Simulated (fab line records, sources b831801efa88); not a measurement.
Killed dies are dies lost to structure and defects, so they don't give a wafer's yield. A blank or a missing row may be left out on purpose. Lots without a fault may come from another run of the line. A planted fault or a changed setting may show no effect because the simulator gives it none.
One fault seen from 2 desks | flow gf180mcu | each desk has only its own numbers; what lay behind them comes last

THE TOOL OWNER'S DESK: pvd_sputter-03
The tool's own readings at GF_V4_SPUTTER_21 (material Ti, target thk 15 nm, time 80.02 s): means of the sampled wafers that have a number, for each lot that ran on this tool. A lot is out of limits, marked OUT, if its mean lies more than 4 standard deviations from the usual mean; the brackets give that distance.
Columns: A = throttle_valve_pct at GF_V4_SPUTTER_21, usual 29.7 %
lot  | first seen here | A
L413 | day 25 09:26    | 29.9
L414 | day 25 19:19    | 30.2
L419 | day 27 03:50    | 28.4
L420 | day 27 19:34    | 28.7
L422 | day 28 07:01    | 29.7
L424 | day 28 22:41    | 30.1
L434 | day 31 08:55    | 30.1
This desk's finding: nothing out of limits on any of the 7 lots.

THE METROLOGY DESK
What the gauges read, lot by lot, whatever tool the lot ran on: means of the sampled wafers that have a number. A lot is out of limits, marked OUT, if its mean lies more than 4 standard deviations from the usual mean; the brackets give that distance.
Columns: A = V5_OVL at GF_V5_OVL_MEAS_15, usual 2 nm
lot  | first seen here | A
L413 | day 28 03:05    | 5
L414 | day 28 12:24    | -0
L415 | day 28 12:44    | 4
L416 | day 29 03:20    | -3
L417 | day 29 13:29    | 4
L418 | day 29 18:38    | 5
L419 | day 29 19:10    | -2
L420 | day 30 09:48    | 3
L422 | day 30 18:56    | 1
L424 | day 31 10:47    | -0
L428 | day 32 05:59    | -4
L429 | day 32 13:21    | -1
L434 | day 33 15:17    | 1
This desk's finding: nothing out of limits on any of the 13 lots.

PUT TOGETHER
The tool owner's desk saw nothing out of limits.
The metrology desk saw nothing out of limits.

WHAT THE SIMULATOR HAD PUT IN
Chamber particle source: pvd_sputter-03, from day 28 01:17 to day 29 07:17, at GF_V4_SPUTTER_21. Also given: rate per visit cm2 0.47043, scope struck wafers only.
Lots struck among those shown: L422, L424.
